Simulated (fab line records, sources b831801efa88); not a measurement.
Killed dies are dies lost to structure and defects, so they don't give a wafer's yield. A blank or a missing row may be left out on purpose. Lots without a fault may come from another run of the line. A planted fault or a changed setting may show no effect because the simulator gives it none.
fab line records | flow sky130
record lots=5 wafers=15 last_day=50
route steps=708 shown LOCAL_INTERCONNECT@390
lots that met no fault: from a run of the same line without faults
start_h: hours from the record's first day to the start of the lot's first wafer shown | wait_h: hours since the lot's step before | " the same as in the row above | L1.1+2: a row that stands for several wafers | - no value, or no start given | * or withheld: withheld | < > ~ a bound
route shown NAME@n: a module of which the file shows steps, and the number in the route of the first | usual: mean/standard deviation of fault-free wafers | same: alike in all rows | chamber/n: place in a boat | sites: the reading at each site | _std_site: their standard deviation | _edge_site: outer sites' mean less inner sites' | radius_mm: how far each site lies from the wafer's centre | mask NAME#n: copy n | behind: the tool/chamber that last shaped the wafer | hold: why the lot was held/for how many hours/how that ended | device: the transistor (n, p or np) that didn't switch | end of line: the same wafers' tests at the end of the route | a step without rows: its recipe alone | killed: dies lost to structure and defects at the first sort, not the wafer's yield | map: a wafer's dies, x killed, . not, _ none there
set.NAME: the setting as run; set.NAME@STEP: as run at that earlier step | model.NAME: the simulator's own value behind a step, which no gauge read
lots at some steps of the route; a table a step, a row a wafer
services: from which hour (start_h, from the record's first day; less than 0 if before it) a tool's chamber was out of use, for how many hours, and why
## steps
# step SKY_LOCAL_INTERCONNECT_DEHYDRATE_03
# recipe temp_c=200 time_s=60
# usual heater_power_total_W=160.38/0.12
# columns lot.wafer tool chamber start_h wait_h heater_power_total_W
L085.4 litho_track-02 0 783.49 12.3 160.34
L085.5 " 0 " " 160.38
L085.6 " 0 " " 160.36
L087.2 litho_track-04 0 797.26 13.2 160.37
L087.5 " 0 " " 160.36
L087.6 " 0 " " 160.47
L092.1 litho_track-02 0 832.77 13.2 160.53
L092.5 " 0 " " 160.59
L092.6 " 0 " " 160.60
L093.1 litho_track-03 0 847.76 12.0 160.27
L093.2 " 0 " " 160.32
L093.6 " 0 " " 160.20
L096.1 litho_track-04 0 863.69 12.5 160.47
L096.3 " 0 " " 160.53
L096.5 " 0 " " 160.42
# step SKY_LOCAL_INTERCONNECT_HMDS_04
# recipe prime_time_s=60 prime_temp_c=120
# columns lot.wafer tool chamber start_h wait_h
L085.4+5+6 litho_track-02 0 783.64 0.1
L087.2+5+6 litho_track-04 0 797.41 0.1
L092.1+5+6 litho_track-02 0 832.92 0.1
L093.1+2+6 litho_track-03 0 847.91 0.1
L096.1+3+5 litho_track-04 0 863.84 0.1
# step SKY_LOCAL_INTERCONNECT_COAT_05
# recipe resist=BARC temp_c=withheld time_s=withheld spin_rpm=3000 resist_thk_nm=60
# columns lot.wafer tool chamber start_h wait_h
L085.4+5+6 litho_track-02 0 783.79 0.1
L087.2+5+6 litho_track-04 0 797.56 0.1
L092.1+5+6 litho_track-02 0 833.07 0.1
L093.1+2+6 litho_track-03 0 848.06 0.1
L096.1+3+5 litho_track-04 0 863.99 0.1
# step SKY_LOCAL_INTERCONNECT_COAT_06
# recipe resist=KrF-thick spin_rpm=3000 resist_thk_nm=445.2
# columns lot.wafer tool chamber start_h wait_h
L085.4+5+6 litho_track-02 0 - -
L087.2+5+6 litho_track-04 0 - -
L092.1+5+6 litho_track-02 0 - -
L093.1+2+6 litho_track-03 0 - -
L096.1+3+5 litho_track-04 0 - -
# step SKY_LOCAL_INTERCONNECT_SOFTBAKE_07
# recipe temp_c=100 time_s=90 resist=KrF-thick
# usual heater_power_total_W=57.37/0.11
# columns lot.wafer tool chamber start_h wait_h heater_power_total_W
L085.4 litho_track-02 0 - - 57.50
L085.5 " 0 " " 57.38
L085.6 " 0 " " 57.48
L087.2 litho_track-04 0 - - 57.25
L087.5 " 0 " " 57.26
L087.6 " 0 " " 57.44
L092.1 litho_track-02 0 - - 57.29
L092.5 " 0 " " 57.18
L092.6 " 0 " " 57.30
L093.1 litho_track-03 0 - - 57.48
L093.2 " 0 " " 57.42
L093.6 " 0 " " 57.35
L096.1 litho_track-04 0 - - 57.36
L096.3 " 0 " " 57.46
L096.5 " 0 " " 57.31
# step SKY_LOCAL_INTERCONNECT_EXPOSE_08
# recipe mask_id=LI1M na=0.8 source_shape=annular sigma_inner=0.55 sigma_outer=0.85 target_cd_nm=170 dose_mj=28
# usual exposure_dose_mJ_cm2=27.88/0.049 focus_offset_nm=0.0/0.49
# columns lot.wafer tool chamber start_h wait_h mask exposure_dose_mJ_cm2 focus_offset_nm
L085.4 krf_scanner-02 0 - - LI1M#0 27.86 -0.6
L085.5 " 0 " " LI1M#0 27.84 -0.4
L085.6 " 0 " " LI1M#0 27.83 -1.3
L087.2 krf_scanner-02 0 - - LI1M#0 27.85 0.1
L087.5 " 0 " " LI1M#0 27.90 0.0
L087.6 " 0 " " LI1M#0 27.86 0.3
L092.1 krf_scanner-01 0 - - LI1M#0 27.92 0.6
L092.5 " 0 " " LI1M#0 27.96 0.8
L092.6 " 0 " " LI1M#0 27.93 0.4
L093.1 krf_scanner-01 0 - - LI1M#0 27.96 -0.5
L093.2 " 0 " " LI1M#0 27.96 0.5
L093.6 " 0 " " LI1M#0 27.98 -0.1
L096.1 krf_scanner-01 0 - - LI1M#0 27.97 -0.1
L096.3 " 0 " " LI1M#0 27.96 -0.3
L096.5 " 0 " " LI1M#0 27.95 0.2
# step SKY_LOCAL_INTERCONNECT_PEB_09
# recipe peb_temp_c=withheld peb_time_s=withheld resist=KrF-thick
# columns lot.wafer tool chamber start_h wait_h
L085.4+5+6 litho_track-04 0 - -
L087.2+5+6 litho_track-04 0 - -
L092.1+5+6 litho_track-03 0 - -
L093.1+2+6 litho_track-03 0 - -
L096.1+3+5 litho_track-03 0 - -
# step SKY_LOCAL_INTERCONNECT_DEVELOP_10
# recipe develop_time_s=60 resist=KrF-thick dev_temp_c=21
# columns lot.wafer tool chamber start_h wait_h
L085.4+5+6 litho_track-04 0 - -
L087.2+5+6 litho_track-04 0 - -
L092.1+5+6 litho_track-03 0 - -
L093.1+2+6 litho_track-03 0 - -
L096.1+3+5 litho_track-03 0 - -
## services
# columns tool chamber start_h hours kind
krf_scanner-02 - 774.46 1.3 pm
krf_scanner-02 - 785.11 1.0 pm
krf_scanner-01 - 786.11 1.0 pm
krf_scanner-01 - 792.46 11.9 repair
krf_scanner-01 - 794.21 0.7 repair
litho_track-04 - 834.09 - consumable_replace:filter
krf_scanner-01 - 835.24 0.8 pm
krf_scanner-02 0 861.47 - calibration
## key
fault none
